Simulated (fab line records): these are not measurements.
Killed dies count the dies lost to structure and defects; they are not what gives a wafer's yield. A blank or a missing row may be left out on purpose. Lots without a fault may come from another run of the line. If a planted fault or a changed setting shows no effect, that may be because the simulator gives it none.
Comparing a struck lot with a sound one + flow sky130 + 15 out of 708 route steps
Sound: these wafers, L623.2, L623.3, L623.6. Wafers L629.2, L629.4, L629.5 were the ones struck. The cause is named last.
For every step that has rows: the tool of each side, followed by ch and its chambers, followed by its first start. Under that, the readings that differ: sound wafers + struck wafers + difference of the means + sigmas: that difference in standard deviations of wafers without a fault.
alike: words and numbers the same on both sides, and readings whose means are apart by under 2 such deviations; not compared: readings that were withheld, readings missing a value for some wafer, numbers with overlapping values and no deviation given by the record, and bounds like >300 which may hide the same value.
Wherever a step has rows on one side only, a row that says differs or no value, or a row with sigmas, the two part there. Non-overlapping numbers with no deviation appear without sigmas and do not part them. Lack of a reading on every wafer of one side parts them only where that side has two or more wafers.

first, 4 steps without rows for these wafers: SKY_LDD_N_SOFTBAKE_03 (time 60 s); SKY_LDD_N_EXPOSE_04 (exposes mask NTM, target cd 840 nm); SKY_LDD_N_PEB_05; SKY_LDD_N_DEVELOP_06 (develop time 60 s).
SKY_LDD_N_OVL_MEAS_07:
  sound on overlay-01 at day 19 05:42; struck on overlay-02 at day 21 17:54
  alike: LDD_N_OVL
then, 7 steps without rows for these wafers: SKY_LDD_N_IMPLANT_08; SKY_LDD_N_IMPLANT_09; SKY_LDD_N_IMPLANT_10; SKY_LDD_N_IMPLANT_11; SKY_LDD_N_IMPLANT_12; SKY_LDD_N_IMPLANT_13; SKY_LDD_N_IMPLANT_14.
SKY_LDD_N_IMPLANT_15:
  sound on implanter-04 ch 0, day 19 06:48; struck on implanter-01 ch 0, day 21 19:07
| reading                   | sound             | struck            | difference | sigmas |
|---------------------------|-------------------|-------------------|------------|--------|
| implant-ion-amu           | 49 49 49          | 75 75 75          | +26        |        |
| model.implant.drp-nm (nm) | 18.83 18.83 18.83 | 13.3 13.3 13.3    | -5.5       |        |
| model.implant.rp-nm (nm)  | 34.08 34.08 34.08 | 27.58 27.58 27.58 | -6.50      |        |
  alike: rotation-deg
SKY_LDD_N_STRIP_16: strips in O2/N2.
  sound on plasma-asher-01 ch 0,1, day 19 06:56; struck on plasma-asher-02 ch 0,1, day 21 19:15
  alike: drypump-motor-current-A, oes-product-au, strip-time-to-endpoint-s
  not compared: rf-hours-counter-h
-- here the record skips 27 days between the struck wafers' starts before and after, leaving off in module LDD_N and picking up in module PAD_OPEN (first step shown: number 708 of the route) --
SKY_PAD_OPEN_PROBE_99:
  sound on prober-02 at day 46 18:25; struck on prober-01 at day 48 12:13
| reading                                     | sound                | struck               | difference | sigmas |
|---------------------------------------------|----------------------|----------------------|------------|--------|
| killed_at_M0_to_M3                          | 49 49 58             | 32 39 43             | -14        | -2     |
| killed-dies                                 | 91 96 99             | 75 69 82             | -20        | -2     |
| model.etest.nfet_01v8_turned.drive-ua-um    | 517.5 517.9 513.6    | 533.6 555.3 542.2    | +27.4      |        |
| model.etest.nfet_01v8_lvt.drive-ua-um       | 585.3 592.1 588.6    | 595.2 614.8 603      | +15.7      |        |
| model.etest.nfet_01v8.drive-ua-um           | 518.5 515.2 515.6    | 519.1 536.9 523.8    | +10.2      |        |
| model.etest.nfet_01v8_swapped.drive-ua-um   | 515.5 517.2 510.2    | 521.2 538.3 522.9    | +13.2      |        |
| model.etest.tip-n.rs-ohm-sq                 | 442.6 441.2 440.1    | 423.1 419.5 419.3    | -20.7      |        |
| model.etest.nfet_01v8_turned.off-log10-a-um | -13.43 -13.29 -13.39 | -13.09 -12.94 -13.01 | +0.36      |        |
  alike: killed_at_M4_up, killed-at-contacts, killed-at-front-end, killed-at-other, killed-open, killed-short
  not compared: model.etest.nfet_01v8.r-on-ohm-um, model.etest.nfet_01v8.off-log10-a-um

## WHERE THEY PART
Only at SKY_PAD_OPEN_PROBE_99, as far as this record shows.

WHY: the cause the simulator had injected
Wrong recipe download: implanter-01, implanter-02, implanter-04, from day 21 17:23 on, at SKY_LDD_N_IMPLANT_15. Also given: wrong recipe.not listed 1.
